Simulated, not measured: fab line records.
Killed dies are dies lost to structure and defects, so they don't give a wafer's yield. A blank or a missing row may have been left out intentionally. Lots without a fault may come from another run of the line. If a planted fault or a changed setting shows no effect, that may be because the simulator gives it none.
8D (eight disciplines) problem report, filled in by code ; flow gf180mcu ; the parts of the form that need people (team, actions taken, sign-off) are left out

== 1. THE ISSUE ==
Wafers free of any fault read 849 nm (standard deviation 14) for V3_CVD_02_THK at GF_V3_THK_MEAS_03, against a mean of 559 nm on 2 wafers of 2 lots. That is -21 standard deviations from the usual mean.
First seen on wafer L295.6, day 26 03:58, on film-metro-02. At this step, 36 wafers from 12 lots have a number in the record. Rule for "out", or "out of limits": more than 4 standard deviations from the usual mean. The rest of the wafers with a number are treated as sound.

== 2. WHAT IT IS AND WHAT IT IS NOT ==
question;is;is not
which readings at this step;V3_CVD_02_THK;-
which lots;L295, L296;L282, L283, L284, L287, L288, L289, L290, L291, L304, L305
which wafers of those lots;L295.6, L296.5;L295.2, L295.3, L296.4, L296.6
read on which gauges;film-metro-01, film-metro-02;film-metro-03
when;from day 26 03:58;"up to then (26 sound wafers); but 8 sound wafers of L296, L304, L305 came after"

== 3. THE SUSPECTS, EACH WITH WHAT RULES IT OUT ==
Counting: any tool at a process step up to the reading remains a suspect provided it ran every lot that is out. Sound lots after the first of them don't rule it out here, since some wafers of a struck lot are sound.
- ruled out: the gauge at GF_V3_THK_MEAS_03. 2 gauges (film-metro-01, film-metro-02) read the wafers that are out.
- pvd-sputter-01 at GF_V2_SPUTTER_21 (material Ti, target thk 15 nm, time 80.02 s): kept. It processed each lot that is out (first: L295, day 25 05:07); up to then, its last sound lot is L290 (day 23 10:42).
- pecvd-03 at GF_V3_CVD_02 (deposits SiO2 from TEOS, target thk 850 nm, time 94.851 s): kept. It processed each lot that is out (first: L295, day 26 03:53); up to then, its last sound lot is L290 (day 24 11:19).
- In pecvd-03 at GF_V3_CVD_02, the wafers that are out were processed in chamber 0 and their sound lot-mates in chambers 1, 2.
Left after counting: pvd-sputter-01 at GF_V2_SPUTTER_21, pecvd-03 at GF_V3_CVD_02.

== 4. THE CAUSE (what the simulator had put in) ==
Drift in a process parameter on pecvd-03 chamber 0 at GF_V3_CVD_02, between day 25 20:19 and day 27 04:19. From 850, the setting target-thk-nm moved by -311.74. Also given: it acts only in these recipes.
2 suspects survive the count, and this tool is in that group.

== 5. THE CHAIN OF EFFECTS, in route order ==
Each row: a reading whose mean over the struck wafers that have a number lies more than 3 standard deviations from the usual. Readings are gone through only where the record gives a usual standard deviation; hours: the median, over the lots, of the time from a lot's start at the first step in this table giving one to that lot's start at this step; sigmas: the change measured in usual standard deviations.
hours;step;reading;usual;on struck wafers;change;sigmas
0;GF_V3_THK_MEAS_03;V3_CVD_02_THK;849 nm;559;-290;-21
0;GF_V3_CMP_04;time-to-endpoint-s;81 s;44;-37;-6.2
-;GF_V3_ETCH_17;oes-product-au;0.856 a.u.;0.802;-0.053;-12
Here are the process steps it includes:
- GF_V3_CMP_04: polishes SiO2.
- GF_V3_ETCH_17: etches SiO2 in C4F8/O2/Ar, stops on TiN, target depth 635 nm.
At these later measuring or inspecting steps, every struck wafer for which the step has a row has a number for every such reading, and none has moved that far: GF_V3_OVL_MEAS_15.

== 6. WHAT WOULD HAVE CAUGHT IT SOONER ==
Counted from the fault's start at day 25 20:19, it took 8 hours until the first out-of-limits reading at a measuring or inspecting step in this record, taken at day 26 03:58.
An alarm limit of 4 standard deviations would not have fired on the tool readings at GF_V3_CVD_02 for which the record gives a usual standard deviation, since none of them was out on any struck wafer.
Lots out: 2; of these, L296 started GF_V3_CVD_02 on pecvd-03 after day 26 03:58. Holding the tool at that time would have saved it.
